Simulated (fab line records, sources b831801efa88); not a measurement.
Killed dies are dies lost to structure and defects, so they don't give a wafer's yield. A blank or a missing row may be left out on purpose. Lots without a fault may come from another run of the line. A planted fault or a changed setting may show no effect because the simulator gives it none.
A struck lot beside a sound one | flow gf180mcu | 43 steps out of a route of 602
Sound: wafers L806.1, L806.4, L806.6. Struck: wafer L818.2. (L818.1, L818.6 of the same lot were not struck and are left out.) The cause comes at the end.
At each step with rows: each side's tool, then ch and its chambers, then its first start. Under that, the readings that differ: sound wafers | struck wafers | difference of the means | sigmas: that difference in standard deviations of wafers without a fault.
alike: readings whose means differ by less than 2 such deviations, and words and numbers that are the same on both sides. not compared: withheld readings, readings that some wafer has no value for, bounds like >300 that may hide the same value, and numbers for which the record gives no deviation and whose values overlap.
The two part at a step that has a row with sigmas, a row that says differs or no value, or rows on one side only. Numbers that don't overlap but have no deviation are shown without sigmas and don't part them. A reading that every wafer of one side lacks parts them only if that side has two wafers or more.

first, 4 steps without rows for these wafers: GF_V3_STRIP_19 (strips in post etch residue remover, time 1200 s); GF_V3_CLEAN_20 (cleans in DIW); GF_V3_SPUTTER_21 (material Ti, target thk 15 nm, time 80.02 s); GF_V3_SPUTTER_22 (material TiN, target thk 10 nm, time 40 s).
GF_V3_CVD_23: deposits W, target thk 350 nm, time 104.9 s.
  sound on cvd_w-01 ch 0,1, day 23 01:05; struck on cvd_w-01 ch 0, day 26 20:45
  alike: heater_power_w
GF_V3_RS_MEAS_24: measures by four-point-probe.
  sound on film_metro-04, day 23 01:11; struck on film_metro-02, day 26 20:52
  alike: V3_W_RS
GF_V3_THK_MEAS_25: measures by xrf.
  sound on film_metro-04, day 23 01:19; struck on film_metro-02, day 26 20:59
  alike: V3_W_THK
GF_V3_CMP_26: polishes, stops on SiO2, t overpolish 15 s, target thk 0 nm.
  sound on cmp-02 ch 0,2,3, day 23 01:22; struck on cmp-01 ch 1, day 26 21:02
  alike: motor_current_A, overpolish_run_s, time_to_endpoint_s
GF_M4_SPUTTER_00: material Ti, target thk 37.5 nm, time 147.8 s.
  sound on pvd_sputter-03, day 23 01:40; struck on pvd_sputter-03, day 26 21:20
  alike: substrate_temp_c, throttle_valve_pct
GF_M4_SPUTTER_01: material TiN, target thk 30 nm, time 25 s.
  sound on pvd_sputter-03, day 23 01:46; struck on pvd_sputter-03, day 26 21:26
  alike: throttle_valve_pct
then, 2 steps without rows for these wafers: GF_M4_SPUTTER_02 (material AlCu, target thk 450 nm, time 23.9 s); GF_M4_SPUTTER_03 (material Ti, target thk 10 nm, time 6.7 s).
GF_M4_SPUTTER_04: material TiN, target thk 50 nm, time 41.7 s.
  sound on pvd_sputter-03, day 23 01:51; struck on pvd_sputter-03, day 26 21:31
  reading                                | sound            | struck | difference | sigmas
  model.TiN_of_M4_SPUTTER_04.thk_nm (nm) | 50.05 49.8 50.33 | 43.08  | -6.98      |
  alike: throttle_valve_pct
GF_M4_RS_MEAS_05: measures by four-point-probe.
  sound on film_metro-02, day 23 01:53; struck on film_metro-04, day 26 21:34
  alike: M4_ALCU_RS
GF_M4_THK_MEAS_06: measures by xrf.
  sound on film_metro-02, day 23 02:01; struck on film_metro-04, day 26 21:41
  reading          | sound       | struck | difference | sigmas
  M4_ALCU_THK (nm) | 448 454 445 | 459    | +10        | +2
then, 7 steps without rows for these wafers: GF_M4_DEHYDRATE_07 (time 60 s); GF_M4_HMDS_08 (prime time 60 s); GF_M4_COAT_09 (resist thk 1000 nm); GF_M4_SOFTBAKE_10 (time 60 s); GF_M4_EXPOSE_11 (exposes mask Metal4, target cd 280 nm); GF_M4_PEB_12 (peb time 90 s); GF_M4_DEVELOP_13 (develop time 60 s).
GF_M4_CD_MEAS_14: target cd 280 nm.
  sound on cd_sem-01, day 24 00:01; struck on cd_sem-02, day 27 16:59
  alike: cd_nm
GF_M4_OVL_MEAS_15:
  sound on overlay-02, day 24 00:08; struck on overlay-02, day 27 17:06
  alike: M4_OVL
GF_M4_METAL_ETCH_16: etches the open film in Cl2/BCl3, stops on SiO2, target depth 627.5 nm, time 104.6 s.
  sound on rie_metal-01 ch 0,1, day 24 00:10; struck on rie_metal-01 ch 0, day 27 17:08
  reading               | sound             | struck | difference | sigmas
  oes_product_au (a.u.) | 0.978 0.978 0.972 | 0.962  | -0.014     | -2
  alike: bcl3_flow_sccm, drypump_motor_current_A, mfc_cl2_sccm, throttle_valve_pct
  not compared: rf_hours_counter_h
then, 4 steps without rows for these wafers: GF_M4_STRIP_17 (strips in O2/N2); GF_M4_STRIP_18 (strips in post etch residue remover, time 1200 s); GF_M4_CLEAN_19 (cleans in DIW); GF_V4_CVD_00 (deposits SiO2, target thk 600 nm, time 100 s).
GF_V4_THK_MEAS_01:
  sound on film_metro-04, day 24 00:58; struck on film_metro-01, day 27 17:52
  reading            | sound       | struck | difference | sigmas
  V4_CVD_00_THK (nm) | 588 591 589 | 601    | +12        | +2
then, 1 step without rows for these wafers: GF_V4_CVD_02 (deposits SiO2 from TEOS, target thk 850 nm, time 94.851 s).
GF_V4_THK_MEAS_03:
  sound on film_metro-01, day 24 01:08; struck on film_metro-03, day 27 17:59
  alike: V4_CVD_02_THK
then, 1 step without rows for these wafers: GF_V4_CMP_04 (polishes SiO2).
GF_V4_BOW_MEAS_05:
  sound on film_metro-01, day 24 01:30; struck on film_metro-01, day 27 18:21
  alike: V4_BOW
then, 8 steps without rows for these wafers: GF_V4_DEHYDRATE_06 (time 60 s); GF_V4_HMDS_07 (prime time 60 s); GF_V4_COAT_08; GF_V4_COAT_09 (resist thk 1000 nm); GF_V4_SOFTBAKE_10 (time 60 s); GF_V4_EXPOSE_11 (exposes mask Via4, target cd 260 nm); GF_V4_PEB_12 (peb time 90 s); GF_V4_DEVELOP_13 (develop time 60 s).
GF_V4_STRIP_19: strips in post etch residue remover, time 1200 s.
  sound on wet_bench-03 ch 2, day 24 23:55; struck on wet_bench-03 ch 2, day 28 14:10
  reading                                | sound            | struck | difference | sigmas
  model.TiN_of_M4_SPUTTER_04.thk_nm (nm) | 49.2 48.96 49.48 | 42.24  | -6.97      |

WHERE THEY PART
First at GF_M4_THK_MEAS_06; last, within this record, at GF_V4_THK_MEAS_01. Later steps at which nothing parts them and some readings are alike: GF_V4_THK_MEAS_03, GF_V4_BOW_MEAS_05.

WHY: what the simulator had put in
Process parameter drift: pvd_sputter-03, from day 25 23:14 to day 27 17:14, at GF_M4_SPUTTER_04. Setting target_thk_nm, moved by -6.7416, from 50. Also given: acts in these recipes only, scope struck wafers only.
